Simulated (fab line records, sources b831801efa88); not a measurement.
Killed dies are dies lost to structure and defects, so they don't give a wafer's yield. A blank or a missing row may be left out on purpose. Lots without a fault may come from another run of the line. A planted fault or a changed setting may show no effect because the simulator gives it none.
Problem report in the 8D (eight disciplines) form, filled by code | flow sky130 | the parts of the form that need people (team, actions taken, sign-off) are left out

1. THE PROBLEM
strip_time_to_endpoint_s at SKY_DNWELL_STRIP_08 reads a mean of 38.38 s on 6 wafers of 2 lots; wafers without a fault read 37.00 s with a standard deviation of 0.099. That is +14 standard deviations from the usual mean.
The step: strips in O2/N2.
First seen on wafer L739.4, day 7 03:29, on plasma_asher-04. The record holds 33 wafers of 11 lots with a number at this step. Rule for "out", or "out of limits": more than 4 standard deviations from the usual mean. The other wafers with a number count as sound.

2. WHAT IT IS AND WHAT IT IS NOT
question                    | is                               | is not
which readings at this step | strip_time_to_endpoint_s         | drypump_motor_current_A, n2_flow_sccm, oes_product_au
which lots                  | L739, L740                       | L723, L726, L727, L728, L729, L730, L731, L733, L743
which wafers of those lots  | all that have a number           | -
read on which tools         | plasma_asher-03, plasma_asher-04 | plasma_asher-02
when                        | from day 7 03:29                 | up to then (24 sound wafers); but 3 sound wafers of L743 came after

3. SUSPECTS, AND WHAT RULES EACH OUT
Counting: a tool at a process step up to the reading stays a suspect if it ran every lot that is out and no sound lot after the first of them.
- litho_track-03 at SKY_DNWELL_COAT_02 (resist thk 3000 nm): kept. It ran every lot that is out, first L739 (day 6 17:26), and no sound lot after that; its last sound lot up to then is L733 (day 5 13:10).
Left after counting: litho_track-03 at SKY_DNWELL_COAT_02.

4. THE CAUSE (what the simulator had put in)
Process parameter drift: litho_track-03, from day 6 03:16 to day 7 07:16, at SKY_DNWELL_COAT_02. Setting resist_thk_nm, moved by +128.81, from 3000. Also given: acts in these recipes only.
Counting left only this tool.

5. THE CHAIN OF EFFECTS, in route order
Each row: a reading whose mean over the struck wafers that have a number lies more than 3 standard deviations from the usual. Only readings for which the record gives a usual standard deviation are gone through. hours: the time from each lot's start at the first step in this table that gives one to its start at this step, as a median over the lots. sigmas: the change in usual standard deviations.
hours | step                | reading                  | usual   | on struck wafers | change | sigmas
0     | SKY_DNWELL_STRIP_08 | strip_time_to_endpoint_s | 37.00 s | 38.38            | +1.38  | +14
The process steps in it:
- SKY_DNWELL_STRIP_08: strips in O2/N2.

6. WHAT WOULD HAVE CAUGHT IT SOONER
In this record the first reading out of limits was taken at day 7 03:29, 24 hours after the fault began at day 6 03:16.
Of the tool readings at SKY_DNWELL_COAT_02 for which the record gives a usual standard deviation, none was out on any struck wafer, so an alarm limit of 4 standard deviations on them would not have fired.
All the lots that are out (2) had begun SKY_DNWELL_COAT_02 on litho_track-03 by day 7 03:29. A hold on the tool at that time would have spared none of them.
